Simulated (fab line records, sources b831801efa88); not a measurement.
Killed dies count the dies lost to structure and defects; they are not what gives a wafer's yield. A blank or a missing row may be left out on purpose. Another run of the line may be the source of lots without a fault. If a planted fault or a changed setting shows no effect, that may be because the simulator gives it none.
Tool commonality check || flow gf180mcu || 13 lots and 48 wafers in the sample

== THE REASON FOR OPENING IT ==
3 of 13 lots carry a flag on the reading HV_LDD_3_TW at GF_HV_LDD_TW_MEAS_38. Wafers without a fault read 1438, standard deviation 12.
Rule: flag the lot when none of its wafers has a number, or when each of its wafers that has one lies beyond 4 standard deviations from that mean. All remaining lots are regarded as sound.

{"lot": "L653", "measured": "day 11 14:35", "on": "film-metro-02", "HV_LDD_3_TW, wafer by wafer": "1455 1451 1443", "flag": ""}
{"lot": "L654", "measured": "day 12 01:37", "on": "film-metro-01", "HV_LDD_3_TW, wafer by wafer": "1457 1453 1453", "flag": ""}
{"lot": "L655", "measured": "day 12 08:51", "on": "film-metro-01", "HV_LDD_3_TW, wafer by wafer": "1458 1458 1449", "flag": ""}
{"lot": "L656", "measured": "day 12 13:05", "on": "film-metro-01", "HV_LDD_3_TW, wafer by wafer": "1470 1456 1456", "flag": ""}
{"lot": "L657", "measured": "day 12 22:41", "on": "film-metro-01", "HV_LDD_3_TW, wafer by wafer": "1456 1455 1464", "flag": ""}
{"lot": "L658", "measured": "day 13 03:07", "on": "film-metro-01", "HV_LDD_3_TW, wafer by wafer": "1549 1546 1543 1549 1542 1553", "flag": "FLAGGED"}
{"lot": "L663", "measured": "day 15 04:18", "on": "film-metro-02", "HV_LDD_3_TW, wafer by wafer": "1547 1555 1539 1547 1544 1536", "flag": "FLAGGED"}
{"lot": "L668", "measured": "day 16 16:20", "on": "film-metro-04", "HV_LDD_3_TW, wafer by wafer": "1527 1529 1532 1536 1528 1523", "flag": "FLAGGED"}
{"lot": "L670", "measured": "day 17 06:22", "on": "film-metro-01", "HV_LDD_3_TW, wafer by wafer": "1429 1434 1435", "flag": ""}
{"lot": "L671", "measured": "day 17 18:05", "on": "film-metro-01", "HV_LDD_3_TW, wafer by wafer": "1444 1434 1437", "flag": ""}
{"lot": "L673", "measured": "day 18 04:37", "on": "film-metro-02", "HV_LDD_3_TW, wafer by wafer": "1423 1408 1430", "flag": ""}
{"lot": "L675", "measured": "day 18 18:29", "on": "film-metro-01", "HV_LDD_3_TW, wafer by wafer": "1438 1441 1439", "flag": ""}
{"lot": "L676", "measured": "day 19 00:27", "on": "film-metro-01", "HV_LDD_3_TW, wafer by wafer": "1441 1439 1444", "flag": ""}
On average the flagged lots' numbers are 1540, which is +102 against the usual, or +9 standard deviations.

== WHICH TOOL EACH LOT WENT THROUGH ==
The record keeps 1 process step preceding the reading, out of 602 steps on the route. Cell contents, in order: the tool; ch with the chambers the sampled wafers went through; the start.
{"lot": "L653", "flag": "", "GF_HV_LDD_IMPLANT_34": "implanter-03 ch 0, day 11 14:02"}
{"lot": "L654", "flag": "", "GF_HV_LDD_IMPLANT_34": "implanter-02 ch 0, day 12 01:04"}
{"lot": "L655", "flag": "", "GF_HV_LDD_IMPLANT_34": "implanter-04 ch 0, day 12 08:19"}
{"lot": "L656", "flag": "", "GF_HV_LDD_IMPLANT_34": "implanter-03 ch 0, day 12 12:34"}
{"lot": "L657", "flag": "", "GF_HV_LDD_IMPLANT_34": "implanter-03 ch 0, day 12 22:08"}
{"lot": "L658", "flag": "FLAGGED", "GF_HV_LDD_IMPLANT_34": "implanter-03 ch 0, day 13 02:08"}
{"lot": "L663", "flag": "FLAGGED", "GF_HV_LDD_IMPLANT_34": "implanter-03 ch 0, day 15 03:27"}
{"lot": "L668", "flag": "FLAGGED", "GF_HV_LDD_IMPLANT_34": "implanter-03 ch 0, day 16 15:26"}
{"lot": "L670", "flag": "", "GF_HV_LDD_IMPLANT_34": "implanter-02 ch 0, day 17 05:49"}
{"lot": "L671", "flag": "", "GF_HV_LDD_IMPLANT_34": "implanter-04 ch 0, day 17 17:32"}
{"lot": "L673", "flag": "", "GF_HV_LDD_IMPLANT_34": "implanter-02 ch 0, day 18 04:04"}
{"lot": "L675", "flag": "", "GF_HV_LDD_IMPLANT_34": "implanter-04 ch 0, day 18 17:56"}
{"lot": "L676", "flag": "", "GF_HV_LDD_IMPLANT_34": "implanter-02 ch 0, day 18 23:55"}
What these steps do:
- GF_HV_LDD_IMPLANT_34
- GF_HV_LDD_TW_MEAS_38

== FLAGGED AGAINST TOTAL, ONE TOOL AT A TIME (gauges that did the reading follow at the end) ==
{"step": "GF_HV_LDD_IMPLANT_34", "tool": "implanter-02", "lots run": 4, "flagged": 0, "share of the flagged lots": "none", "sound lots run after its first flagged lot": "-"}
{"step": "GF_HV_LDD_IMPLANT_34", "tool": "implanter-03", "lots run": 6, "flagged": 3, "share of the flagged lots": "all", "sound lots run after its first flagged lot": 0}
{"step": "GF_HV_LDD_IMPLANT_34", "tool": "implanter-04", "lots run": 3, "flagged": 0, "share of the flagged lots": "none", "sound lots run after its first flagged lot": "-"}
{"step": "GF_HV_LDD_TW_MEAS_38", "tool": "film-metro-01", "lots run": 9, "flagged": 1, "share of the flagged lots": "some", "sound lots run after its first flagged lot": "4 (L670,L671,L675,L676)"}
{"step": "GF_HV_LDD_TW_MEAS_38", "tool": "film-metro-02", "lots run": 3, "flagged": 1, "share of the flagged lots": "some", "sound lots run after its first flagged lot": "1 (L673)"}
{"step": "GF_HV_LDD_TW_MEAS_38", "tool": "film-metro-04", "lots run": 1, "flagged": 1, "share of the flagged lots": "some", "sound lots run after its first flagged lot": 0}

== THE TABLE: WHAT IT ALLOWS ==
1 row of the table ran every flagged lot: implanter-03 at GF_HV_LDD_IMPLANT_34.
- implanter-03 at GF_HV_LDD_IMPLANT_34: 3 of its 6 lots flagged. It ran its last sound lot, L657, at day 12 22:08 and its first flagged lot, L658, at day 13 02:08: a fault with its onset between the two fits.
Just one tool remains: implanter-03 at GF_HV_LDD_IMPLANT_34.

== WHAT THE SIMULATOR PUT IN ==
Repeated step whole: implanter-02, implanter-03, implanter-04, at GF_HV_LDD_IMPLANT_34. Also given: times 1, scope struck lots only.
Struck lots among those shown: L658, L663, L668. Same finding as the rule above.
